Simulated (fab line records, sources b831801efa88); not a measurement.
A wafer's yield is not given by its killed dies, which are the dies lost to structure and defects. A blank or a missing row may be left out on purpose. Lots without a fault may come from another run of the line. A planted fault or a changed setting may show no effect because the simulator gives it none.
What tool caused it? || flow gf180mcu || 12 lots, 36 wafers sampled, at 2 steps of a route of 602

WHAT THE GAUGES READ, wafer by wafer
GF_V5_BOW_MEAS_05. Usual: V5_BOW 137 um, standard deviation 8.8.
{"lot": "L652", "measured": "day 26 11:31", "on": "film metro-04", "V5_BOW (um)": "132 123 126", "flag": ""}
{"lot": "L654", "measured": "day 26 22:10", "on": "film metro-04", "V5_BOW (um)": "131 133 136", "flag": ""}
{"lot": "L657", "measured": "day 27 20:06", "on": "film metro-02", "V5_BOW (um)": "128 126 130", "flag": ""}
{"lot": "L658", "measured": "day 28 07:11", "on": "film metro-02", "V5_BOW (um)": "148 148 159", "flag": ""}
{"lot": "L659", "measured": "day 28 15:35", "on": "film metro-04", "V5_BOW (um)": "139 158 138", "flag": ""}
{"lot": "L661", "measured": "day 29 13:55", "on": "film metro-01", "V5_BOW (um)": "137 129 125", "flag": ""}
{"lot": "L663", "measured": "day 30 00:46", "on": "film metro-01", "V5_BOW (um)": "150 144 142", "flag": ""}
{"lot": "L664", "measured": "day 30 08:43", "on": "film metro-04", "V5_BOW (um)": "136 136 139", "flag": ""}
{"lot": "L666", "measured": "day 30 14:39", "on": "film metro-02", "V5_BOW (um)": "137 147 135", "flag": ""}
{"lot": "L673", "measured": "day 32 08:58", "on": "film metro-02", "V5_BOW (um)": "132 141 140", "flag": ""}
{"lot": "L674", "measured": "day 32 12:55", "on": "film metro-04", "V5_BOW (um)": "134 122 137", "flag": ""}
{"lot": "L675", "measured": "day 33 00:08", "on": "film metro-01", "V5_BOW (um)": "144 134 151", "flag": ""}

TOOL THAT RAN EACH LOT (tool first, then ch and the chambers of the sampled wafers, then the start)
{"lot": "L652", "GF_MIM_STRIP_20": "plasma asher-02 ch 0,1, day 25 12:58"}
{"lot": "L654", "GF_MIM_STRIP_20": "plasma asher-04 ch 0,1, day 26 00:04"}
{"lot": "L657", "GF_MIM_STRIP_20": "plasma asher-04 ch 0,1, day 26 21:32"}
{"lot": "L658", "GF_MIM_STRIP_20": "plasma asher-02 ch 0,1, day 27 10:35"}
{"lot": "L659", "GF_MIM_STRIP_20": "plasma asher-04 ch 0,1, day 27 17:45"}
{"lot": "L661", "GF_MIM_STRIP_20": "plasma asher-04 ch 0,1, day 28 17:11"}
{"lot": "L663", "GF_MIM_STRIP_20": "plasma asher-01 ch 0,1, day 29 04:23"}
{"lot": "L664", "GF_MIM_STRIP_20": "plasma asher-04 ch 0, day 29 12:53"}
{"lot": "L666", "GF_MIM_STRIP_20": "plasma asher-04 ch 0,1, day 29 18:07"}
{"lot": "L673", "GF_MIM_STRIP_20": "plasma asher-01 ch 0,1, day 31 14:20"}
{"lot": "L674", "GF_MIM_STRIP_20": "plasma asher-02 ch 0,1, day 31 18:43"}
{"lot": "L675", "GF_MIM_STRIP_20": "plasma asher-04 ch 0, day 32 05:53"}
- GF_MIM_STRIP_20: strips in O2/N2.

AS READ BY THE TOOLS THEMSELVES (means over the sampled wafers that have a number; for cases with no such wafer, the mark the record gives instead)
GF_MIM_STRIP_20. Usual: drypump motor current A 5.8 A, standard deviation 0.39; heater power w 327 W, standard deviation 33; oes product au 0.692 a.u., standard deviation 0.0051; strip time to endpoint s 11.24 s, standard deviation 0.04.
{"lot": "L652", "tool": "plasma asher-02", "drypump motor current A (A)": 6.0, "heater power w (W)": 346, "oes product au (a.u.)": 0.693, "strip time to endpoint s (s)": 11.18, "flag": ""}
{"lot": "L654", "tool": "plasma asher-04", "drypump motor current A (A)": 5.8, "heater power w (W)": 303, "oes product au (a.u.)": 0.693, "strip time to endpoint s (s)": 11.26, "flag": ""}
{"lot": "L657", "tool": "plasma asher-04", "drypump motor current A (A)": 5.8, "heater power w (W)": 299, "oes product au (a.u.)": 0.691, "strip time to endpoint s (s)": 11.20, "flag": ""}
{"lot": "L658", "tool": "plasma asher-02", "drypump motor current A (A)": 6.0, "heater power w (W)": 346, "oes product au (a.u.)": 0.692, "strip time to endpoint s (s)": 11.21, "flag": ""}
{"lot": "L659", "tool": "plasma asher-04", "drypump motor current A (A)": 6.1, "heater power w (W)": 305, "oes product au (a.u.)": 0.692, "strip time to endpoint s (s)": 11.29, "flag": ""}
{"lot": "L661", "tool": "plasma asher-04", "drypump motor current A (A)": 6.1, "heater power w (W)": 301, "oes product au (a.u.)": 0.694, "strip time to endpoint s (s)": 11.24, "flag": ""}
{"lot": "L663", "tool": "plasma asher-01", "drypump motor current A (A)": 5.3, "heater power w (W)": 325, "oes product au (a.u.)": 0.692, "strip time to endpoint s (s)": 11.27, "flag": ""}
{"lot": "L664", "tool": "plasma asher-04", "drypump motor current A (A)": 5.6, "heater power w (W)": 301, "oes product au (a.u.)": 0.693, "strip time to endpoint s (s)": 11.21, "flag": ""}
{"lot": "L666", "tool": "plasma asher-04", "drypump motor current A (A)": 6.1, "heater power w (W)": 307, "oes product au (a.u.)": 0.688, "strip time to endpoint s (s)": 11.25, "flag": ""}
{"lot": "L673", "tool": "plasma asher-01", "drypump motor current A (A)": 5.2, "heater power w (W)": 345, "oes product au (a.u.)": 0.689, "strip time to endpoint s (s)": 11.27, "flag": ""}
{"lot": "L674", "tool": "plasma asher-02", "drypump motor current A (A)": 6.0, "heater power w (W)": 347, "oes product au (a.u.)": 0.689, "strip time to endpoint s (s)": 11.26, "flag": ""}
{"lot": "L675", "tool": "plasma asher-04", "drypump motor current A (A)": 5.5, "heater power w (W)": 288, "oes product au (a.u.)": 0.697, "strip time to endpoint s (s)": 11.24, "flag": ""}

THE ANSWER, worked out from the rows above alone
Rule: take the mean of a lot's wafers that have a number; if it is more than 3 standard deviations from the usual mean, the lot is off. A lot without any number at a reading at which 4 lots or more have one is off too. Where the step has rows for the other lots, those lots are counted as sound. The gauges are gone through in route order, then the tools' own readings, and for those a lot's mean is taken as printed above. The first step at which some lot is off is used, and at that step the reading that is off furthest; a lot without a number counts as furthest.
Across all readings shown, no lot is off: no conclusion can be drawn from this.

WHAT THE SIMULATOR PUT IN
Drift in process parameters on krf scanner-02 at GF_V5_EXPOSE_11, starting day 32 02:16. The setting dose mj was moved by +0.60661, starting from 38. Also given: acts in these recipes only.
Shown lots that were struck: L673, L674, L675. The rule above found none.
